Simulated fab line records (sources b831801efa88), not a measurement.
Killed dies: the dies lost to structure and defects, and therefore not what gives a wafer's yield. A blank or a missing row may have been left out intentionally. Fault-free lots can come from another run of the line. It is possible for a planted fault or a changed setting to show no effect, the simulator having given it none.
Matching of chambers	flow gf180mcu	GF_V1_ETCH_16 on rie diel-02 has 4 sister chambers
The step etches BARC in N2/H2. 18 wafers are shown with their chamber, then 9 later ones without.

## WAFERS, EACH WITH ITS CHAMBER
wafer	chamber	drypump motor current A (A)	rf fwd power W (W)	throttle valve pct (%)
L075.1	3	5.1	496.8	13.214
L075.5	3	5.1	495.3	13.219
L075.6	0	5.7	493.3	13.225
L077.2	0	5.8	493.6	13.235
L077.3	1	4.9	490.7	13.231
L077.4	3	5.1	496.7	13.224
L082.1	1	4.9	492.7	13.230
L082.2	3	5.1	493.8	13.253
L082.4	1	4.9	491.7	13.238
L084.4	3	5.1	498.2	13.213
L084.5	0	5.8	498.1	13.240
L084.6	1	4.8	490.9	13.219
L086.3	1	4.8	491.5	13.228
L086.4	0	5.7	494.4	13.238
L086.6	0	5.8	494.8	13.223
L088.2	0	5.8	494.6	13.243
L088.4	2	5.7	499.0	13.223
L088.6	1	4.9	493.5	13.205

SIGNATURES (averages over the wafers above)
reading	chamber 0	chamber 1	chamber 2	chamber 3	scatter within a chamber
drypump motor current A	5.767	4.867	5.700	5.100	0.0436
rf fwd power W	494.800	491.833	499.000	496.160	1.51
throttle valve pct	13.23400	13.22517	13.22300	13.22460	0.0122
Rule: for each reading, subtract the chamber's mean from the wafer's reading, divide by that reading's scatter and square the result; add these up over the readings and take the root, which gives the wafer's distance from the chamber. The wafer belongs to the nearest chamber; if the next one is less than 2 further off, it can't be placed. The scatter: take each reading less its chamber's mean, square it, sum over the shown wafers, divide by the number of wafers less the number of chambers, and take the root.

## WAFERS MISSING THEIR CHAMBER
wafer	drypump motor current A (A)	rf fwd power W (W)	throttle valve pct (%)
L089.2	5.8	495.4	13.230
L089.3	5.1	496.5	13.231
L089.4	5.7	500.0	13.230
L095.1	4.9	492.2	13.223
L095.3	5.1	498.4	13.221
L095.4	4.8	491.2	13.230
L097.1	5.1	497.5	13.216
L097.2	5.8	495.1	13.231
L097.4	4.9	492.7	13.215

## CHAMBER TAKEN BY EACH
wafer	from the rows above	in truth
L089.2	0	0
L089.3	3	3
L089.4	2	2
L095.1	1	1
L095.3	3	3
L095.4	1	1
L097.1	3	3
L097.2	0	0
L097.4	1	1
Placed correctly: 9 of 9. Left unplaced by these rows: 0. 0 placed wrongly.
